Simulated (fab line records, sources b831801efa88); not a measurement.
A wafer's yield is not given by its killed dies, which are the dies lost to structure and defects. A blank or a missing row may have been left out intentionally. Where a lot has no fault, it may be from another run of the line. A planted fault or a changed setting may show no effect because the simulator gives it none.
Which tool is to blame?    flow sky130    15 lots, 45 wafers sampled, at 4 steps of a route of 708

## WHAT THE GAUGES SHOWED, per wafer
SKY_POLY_GATE_THK_MEAS_04. Usual: POLY_GATE_CVD_03_THK gives 75.3 nm (standard deviation 0.67).
lot   measured      on            POLY_GATE_CVD_03_THK (nm)  flag
L180  day 14 18:22  filmMetro-04  74.4 74.9 74.6             
L181  day 15 08:08  filmMetro-04  75.7 75.3 75.5             
L185  day 16 18:26  filmMetro-02  75.4 75.9 76.4             
L186  day 17 07:40  filmMetro-04  74.5 74.5 74.8             
L187  day 17 15:34  filmMetro-01  75.4 75.0 75.7             
L190  day 19 06:22  filmMetro-04  75.9 75.5 75.4             
L193  day 20 22:02  filmMetro-04  75.4 75.8 75.7             
L194  day 21 11:56  filmMetro-01  74.6 74.2 75.1             
L195  day 21 14:20  filmMetro-04  75.3 74.8 74.9             
L196  day 21 15:58  filmMetro-02  75.7 75.9 75.5             
L197  day 21 17:52  filmMetro-04  75.8 75.0 75.2             
L198  day 21 23:41  filmMetro-04  75.1 74.8 74.8             
L199  day 22 04:16  filmMetro-04  75.6 75.4 75.2             
L202  day 23 09:09  filmMetro-02  77.5 76.6 76.8             
L203  day 24 04:19  filmMetro-04  75.0 74.8 74.4             

SKY_LDD_HVP_TW_MEAS_10. Usual: LDD_HVP_TW gives 451 (standard deviation 8.5).
lot   measured      on            LDD_HVP_TW   flag
L180  day 20 23:31  filmMetro-04  446 448 447  
L181  day 21 17:53  filmMetro-03  465 464 461  
L185  day 23 05:28  filmMetro-01  442 441 442  
L186  day 23 17:01  filmMetro-04  448 450 446  
L187  day 24 01:35  filmMetro-03  460 463 462  
L190  day 25 16:59  filmMetro-04  449 446 450  
L193  day 27 06:16  filmMetro-04  446 448 448  
L194  day 27 17:26  filmMetro-01  439 440 441  
L195  day 27 22:59  filmMetro-03  460 462 463  
L196  day 27 23:07  filmMetro-03  461 461 460  
L197  day 28 01:26  filmMetro-01  443 444 445  
L198  day 28 05:58  filmMetro-01  443 440 442  
L199  day 28 11:53  filmMetro-01  445 441 442  
L202  day 29 11:55  filmMetro-03  462 460 462  
L203  day 30 08:31  filmMetro-01  443 443 444  

SKY_POLY_CUT_OVL_MEAS_09. Usual: POLY_CUT_OVL gives -1 nm (standard deviation 5.5).
lot   measured      on          POLY_CUT_OVL (nm)  flag
L180  day 23 15:54  overlay-01  -6 -4 -4           
L181  day 24 08:55  overlay-02  -10 -8 -4          
L190  day 28 05:09  overlay-01  -2 -1 4            
L193  day 29 16:27  overlay-01  9 9 4              
L194  day 30 04:43  overlay-01  -8 -2 2            
L195  day 30 09:25  overlay-01  -5 0 -1            
L196  day 30 10:39  overlay-01  -6 -9 -8           
L197  day 30 13:40  overlay-01  -8 -8 -10          
L198  day 30 16:09  overlay-02  -7 -1 0            
L199  day 30 20:45  overlay-02  -2 -6 -5           
L202  day 32 02:58  overlay-01  10 9 9             
L203  day 32 18:36  overlay-02  -3 -2 -3           

## WHICH TOOL RAN EACH LOT (tool, then ch and the chambers of the sampled wafers, then the start)
lot   SKY_SPACER_CVD_00
L180  lpcvd-02 ch 1, day 22 08:13
L181  lpcvd-02 ch 0, day 23 01:14
L185  lpcvd-02 ch 0, day 24 11:47
L186  lpcvd-02 ch 0, day 24 23:29
L187  lpcvd-02 ch 1, day 25 07:29
L190  lpcvd-02 ch 1, day 26 22:59
L193  lpcvd-02 ch 1, day 28 11:40
L194  lpcvd-02 ch 0, day 28 23:04
L195  lpcvd-02 ch 1, day 29 03:25
L196  lpcvd-02 ch 1, day 29 05:40
L197  lpcvd-02 ch 0, day 29 07:56
L198  lpcvd-02 ch 0, day 29 11:32
L199  lpcvd-02 ch 1, day 29 16:16
L202  lpcvd-02 ch 1, day 30 21:05
L203  lpcvd-02 ch 0, day 31 13:50
- SKY_SPACER_CVD_00: deposits Si3N4 from DCS/NH3, target thk 43.1 nm, time 740 s.

## WHAT THE TOOLS THEMSELVES READ (means of the sampled wafers that have a number; where no wafer has one, the mark that the record gives instead)
SKY_SPACER_CVD_00. Usual: pressureMtorr 249.9 mTorr, standard deviation 0.46; spikeTcBottomC 788.8 C, standard deviation 1.1; zonePowerBottomPct 20.2 %, standard deviation 1.5; zonePowerCentrePct 12.72 %, standard deviation 0.22.
lot   tool      pressureMtorr (mTorr)  spikeTcBottomC (C)  zonePowerBottomPct (%)  zonePowerCentrePct (%)  flag
L180  lpcvd-02  249.9                  789.2               21.3                    12.67                   
L181  lpcvd-02  249.5                  787.5               18.2                    12.92                   
L185  lpcvd-02  -                      -                   -                       -                       OFF
L186  lpcvd-02  -                      -                   -                       -                       OFF
L187  lpcvd-02  -                      -                   -                       -                       OFF
L190  lpcvd-02  249.9                  788.7               21.3                    12.48                   
L193  lpcvd-02  250.4                  788.8               21.2                    12.60                   
L194  lpcvd-02  249.1                  788.1               18.3                    13.03                   
L195  lpcvd-02  249.2                  789.1               21.3                    12.55                   
L196  lpcvd-02  249.9                  790.0               21.4                    12.60                   
L197  lpcvd-02  250.5                  788.5               18.3                    12.84                   
L198  lpcvd-02  250.2                  787.4               18.2                    12.90                   
L199  lpcvd-02  249.9                  789.0               21.4                    12.62                   
L202  lpcvd-02  250.0                  789.7               21.3                    12.72                   
L203  lpcvd-02  250.1                  788.1               18.2                    12.93                   

## THE ANSWER, worked out from the rows above alone
Rule: take the mean of a lot's wafers that have a number; if it is more than 3 standard deviations from the usual mean, the lot is off. A lot without any number at a reading at which 4 lots or more have one is off too. All remaining lots with rows at the step are treated as sound. The gauges are gone through in route order, then the tools' own readings, and for those a lot's mean is taken as printed above. At the first step where some lot is off, the reading lying furthest off is the one used; lots without a number count as furthest.
Off at SKY_SPACER_CVD_00 (pressureMtorr): L185, L186, L187. Without a number there: L185, L186, L187.
A tool fits if, at that step or a process step before it, it ran every lot that is off, and no sound lot after the first of them. Of those tried, none fits.

## WHAT HAD BEEN PUT IN BY THE SIMULATOR
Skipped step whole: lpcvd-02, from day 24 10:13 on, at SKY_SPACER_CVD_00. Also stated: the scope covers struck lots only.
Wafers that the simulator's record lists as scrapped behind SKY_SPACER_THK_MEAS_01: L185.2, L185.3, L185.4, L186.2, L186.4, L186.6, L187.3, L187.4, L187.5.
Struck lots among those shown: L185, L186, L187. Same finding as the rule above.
